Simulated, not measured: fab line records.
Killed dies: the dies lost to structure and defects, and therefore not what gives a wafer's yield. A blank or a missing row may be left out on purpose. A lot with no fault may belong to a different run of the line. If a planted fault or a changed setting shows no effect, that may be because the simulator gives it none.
Comparing a struck lot with a sound one	flow sky130	19 steps out of a route of 708
Sound: wafers L805.1, L805.3, L805.4. Struck: wafer L815.4 (left out: L815.3, a lot-mate that was not struck); the cause follows at the end.
Order at every step that has rows: each side's tool, ch and its chambers, its first start. Under that, the readings that differ: sound wafers	struck wafers	difference of the means	sigmas: that difference in standard deviations of wafers without a fault.
alike: readings with means less than 2 such deviations apart, plus words and numbers identical on both sides. not compared: withheld readings, readings lacking a value on some wafer, bounds such as >300 that could conceal the same value, and numbers that have no deviation in the record and whose values overlap.
Wherever a step has rows on one side only, a row that says differs or no value, or a row with sigmas, the two part there. Numbers that don't overlap but have no deviation are shown without sigmas and don't part them. A reading missing from all wafers of one side parts the sides only when that side holds two or more wafers.

first, 2 steps without rows for these wafers: SKY_METAL2_CLEAN_23 (cleans in O3/DIW); SKY_VIA2_HDPCVD_00 (deposits SiO2, target thk 1180 nm, time 196.7 s).
SKY_VIA2_THK_MEAS_01:
  sound: film metro-03 at day 38 01:55; struck: film metro-01 at day 41 08:39
  alike: VIA2_HDPCVD_THK
SKY_VIA2_CMP_02: polishes SiO2.
  sound on cmp-02 ch 0,1,2, day 38 02:12; struck on cmp-02 ch 2, day 41 08:44
  alike: edge zone pressure frac, motor current A, retaining ring pressure frac
SKY_VIA2_BOW_MEAS_03:
  sound: film metro-03 at day 38 02:30; struck: film metro-04 at day 41 09:02
reading	sound	struck	difference	sigmas
VIA2_BOW (um)	72 69 82	91	+17	+2
then, 7 steps without rows for these wafers: SKY_VIA2_DEHYDRATE_04 (time 60 s); SKY_VIA2_HMDS_05 (prime time 60 s); SKY_VIA2_COAT_06 (resist thk 60 nm); SKY_VIA2_COAT_07 (resist thk 450 nm); SKY_VIA2_SOFTBAKE_08 (time 90 s); SKY_VIA2_EXPOSE_09 (exposes mask VIM2, target cd 200 nm); SKY_VIA2_PEB_10.
SKY_VIA2_DEVELOP_11: develop time 60 s.
  sound on litho track-02 ch 0, day 39 03:00; struck on litho track-02 ch 0, day 42 08:00
SKY_VIA2_CD_MEAS_12 targets a cd of 200 nm.
  sound: cd sem-02 at day 39 03:38; struck: cd sem-01 at day 42 08:19
reading	sound	struck	difference	sigmas
cd nm (nm)	197.0 198.1 199.3	188.0	-10.1	-7
SKY_VIA2_OVL_MEAS_13:
  sound: overlay-02 at day 39 03:45; struck: overlay-01 at day 42 08:25
  alike: VIA2_OVL
SKY_VIA2_ETCH_14: etches BARC in N2/H2, stops on SiO2, time 45.9 s, target depth 60 nm.
  sound on rie diel-01 ch 0,1,3, day 39 03:47; struck on rie diel-04 ch 3, day 42 08:26
reading	sound	struck	difference	sigmas
rf hours counter h (h)	19 10 17	25	+10	
model.VIA2.cd nm (nm)	196.7 198.9 198.9	188.8	-9.4	
  alike: bias w, drypump motor current A, oes product au, throttle valve pct
SKY_VIA2_ETCH_15: etches SiO2 in C4F8/O2/Ar, stops on TiN, target depth 546 nm, time 84 s.
  sound on rie diel-01 ch 0,1,3, day 39 03:50; struck on rie diel-04 ch 3, day 42 08:29
reading	sound	struck	difference	sigmas
rf hours counter h (h)	19 10 17	25	+10	
  alike: bias w, oes product au
  not compared: model.VIA2.cd nm
SKY_VIA2_STRIP_16: strips in O2/N2.
  sound on plasma asher-04 ch 0,1, day 39 03:53; struck on plasma asher-03 ch 1, day 42 08:35
reading	sound	struck	difference	sigmas
drypump motor current A (A)	6.0 5.5 6.0	5.0	-0.8	-2
  alike: oes product au, strip time to endpoint s
  not compared: rf hours counter h
-- the record jumps here: 8 days lie between the struck wafers' starts before and after (it left off in module VIA2 and takes up again in module PAD_OPEN, whose first step shown is number 708 of the route) --
SKY_PAD_OPEN_PROBE_99:
  sound: prober-01 at day 48 04:30; struck: prober-01 at day 50 09:32
reading	sound	struck	difference	sigmas
killed short	47 52 41	32	-15	-2
sort_bin_3_pad_short (%)	1.0 1.8 1.8	0.4	-1.1	-3
model.etest.via2 chain.rc ohm	10.24 9.149 10.05	10.47	+0.66	
  alike: defect limited yield, killed_at_M0_to_M3, killed_at_M4_up, killed at contacts, killed at front end, killed at other, killed dies, killed open, sort_bin_5_function, sort_bin_6_memory, sort n pass, sort yield pct

== WHERE THEY PART ==
At SKY_VIA2_BOW_MEAS_03 first; at SKY_PAD_OPEN_PROBE_99 last (within this record only).

WHY: what the simulator had put in
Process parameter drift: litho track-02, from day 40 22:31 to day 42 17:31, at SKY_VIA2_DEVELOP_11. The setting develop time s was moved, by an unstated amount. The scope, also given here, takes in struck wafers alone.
